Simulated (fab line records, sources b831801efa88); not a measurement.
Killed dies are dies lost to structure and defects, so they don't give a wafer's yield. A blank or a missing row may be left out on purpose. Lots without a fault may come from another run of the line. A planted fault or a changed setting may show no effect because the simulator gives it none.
A struck lot beside a sound one | flow sky130 | 17 steps out of a route of 708
Sound: wafers L908.1, L908.2, L908.5. Struck: wafers L909.1, L909.4, L909.6. The cause comes at the end.
At each step with rows: each side's tool, then ch and its chambers, then its first start. Under that, the readings that differ: sound wafers | struck wafers | difference of the means | sigmas: that difference in standard deviations of wafers without a fault.
alike: readings whose means differ by less than 2 such deviations, and words and numbers that are the same on both sides. not compared: withheld readings, readings that some wafer has no value for, bounds like >300 that may hide the same value, and numbers for which the record gives no deviation and whose values overlap.
The two part at a step that has a row with sigmas, a row that says differs or no value, or rows on one side only. Numbers that don't overlap but have no deviation are shown without sigmas and don't part them. A reading that every wafer of one side lacks parts them only if that side has two wafers or more.

first, 1 step without rows for these wafers: SKY_VT_ADJUST_NCORE_IMPLANT_09.
SKY_VT_ADJUST_NCORE_STRIP_10: strips in O2/N2.
  sound on plasma_asher-02 ch 0,1, day 10 09:56; struck on plasma_asher-02 ch 0,1, day 10 14:50
  alike: drypump_motor_current_A, oes_product_au, strip_time_to_endpoint_s
  not compared: rf_hours_counter_h
SKY_VT_ADJUST_NCORE_TW_MEAS_11:
  sound on film_metro-04, day 10 10:02; struck on film_metro-04, day 10 14:56
  alike: VT_ADJUST_NCORE_TW
then, 7 steps without rows for these wafers: SKY_VT_ADJUST_HVTR_DEHYDRATE_00 (time 60 s); SKY_VT_ADJUST_HVTR_HMDS_01 (prime time 60 s); SKY_VT_ADJUST_HVTR_COAT_02 (resist thk 1140 nm); SKY_VT_ADJUST_HVTR_SOFTBAKE_03 (time 60 s); SKY_VT_ADJUST_HVTR_EXPOSE_04 (exposes mask HVTRM, target cd 380 nm); SKY_VT_ADJUST_HVTR_PEB_05; SKY_VT_ADJUST_HVTR_DEVELOP_06 (develop time 60 s).
SKY_VT_ADJUST_HVTR_CD_MEAS_07: target cd 380 nm.
  sound on cd_sem-02, day 11 08:07; struck on cd_sem-01, day 11 13:52
  alike: cd_nm
SKY_VT_ADJUST_HVTR_OVL_MEAS_08:
  sound on overlay-02, day 11 08:14; struck on overlay-01, day 11 13:59
  alike: VT_ADJUST_HVTR_OVL
SKY_VT_ADJUST_HVTR_IMPLANT_09:
  sound on implanter-03 ch 0, day 11 08:16; struck on implanter-03 ch 0, day 11 14:01
  reading            | sound                            | struck                           | difference  | sigmas
  dose_ions_cm2      | 2.0972e+12 2.1007e+12 2.0977e+12 | 2.4015e+12 2.3989e+12 2.4032e+12 | +3.0267e+11 | +99 or more
  faraday_current_uA | 11.52 12.01 11.62                | 13.58 13.87 13.35                | +1.88       | +8
SKY_VT_ADJUST_HVTR_STRIP_10: strips in O2/N2.
  sound on plasma_asher-04 ch 0,1, day 11 08:25; struck on plasma_asher-03 ch 0,1, day 11 14:10
  alike: drypump_motor_current_A, oes_product_au, strip_time_to_endpoint_s
  not compared: rf_hours_counter_h
SKY_VT_ADJUST_HVTR_TW_MEAS_11:
  sound on film_metro-04, day 11 08:31; struck on film_metro-04, day 11 14:16
  reading           | sound             | struck            | difference | sigmas
  VT_ADJUST_HVTR_TW | 208.3 207.4 208.7 | 216.0 216.0 215.6 | +7.7       | +4
then, 1 step without rows for these wafers: SKY_VT_ADJUST_PCH_DEHYDRATE_00 (time 60 s).
-- the record jumps here: 36 days lie between the struck wafers' starts before and after (it left off in module VT_ADJUST_PCH and takes up again in module PAD_OPEN, whose first step shown is number 708 of the route) --
SKY_PAD_OPEN_PROBE_99:
  sound on prober-01, day 47 07:31; struck on prober-02, day 47 18:45
  reading                                  | sound                   | struck                  | difference | sigmas
  model.etest.pfet_01v8_mvt.drive_ua_um    | 143.4 145.3 145.7       | 149 149.2 147.6         | +4         |
  model.etest.pfet_01v8_mvt.off_log10_a_um | -10.66 -10.79 -10.64    | -10.44 -10.55 -10.54    | +0.19      |
  model.etest.pfet_01v8_mvt.vt_sat_v (V)   | -0.5591 -0.5641 -0.5597 | -0.5482 -0.5499 -0.5578 | +0.0090    |
  model.etest.pfet_01v8_mvt.vt_v (V)       | -0.6488 -0.6505 -0.6484 | -0.6433 -0.6431 -0.6463 | +0.0050    |
  model.etest.pfet_01v8_mvt.vt_long_v (V)  | -0.8691 -0.8677 -0.8658 | -0.859 -0.8612 -0.8629  | +0.007     |
  alike: killed_at_M0_to_M3, killed_at_M4_up, killed_at_contacts, killed_at_front_end, killed_at_other, killed_dies, killed_open, killed_short

WHERE THEY PART
First at SKY_VT_ADJUST_HVTR_IMPLANT_09; last, within this record, at SKY_VT_ADJUST_HVTR_TW_MEAS_11. Later steps at which nothing parts them and some readings are alike: SKY_PAD_OPEN_PROBE_99.

WHY: what the simulator had put in
Process parameter drift: implanter-03, from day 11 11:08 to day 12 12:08, at SKY_VT_ADJUST_HVTR_IMPLANT_09. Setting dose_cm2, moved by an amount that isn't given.
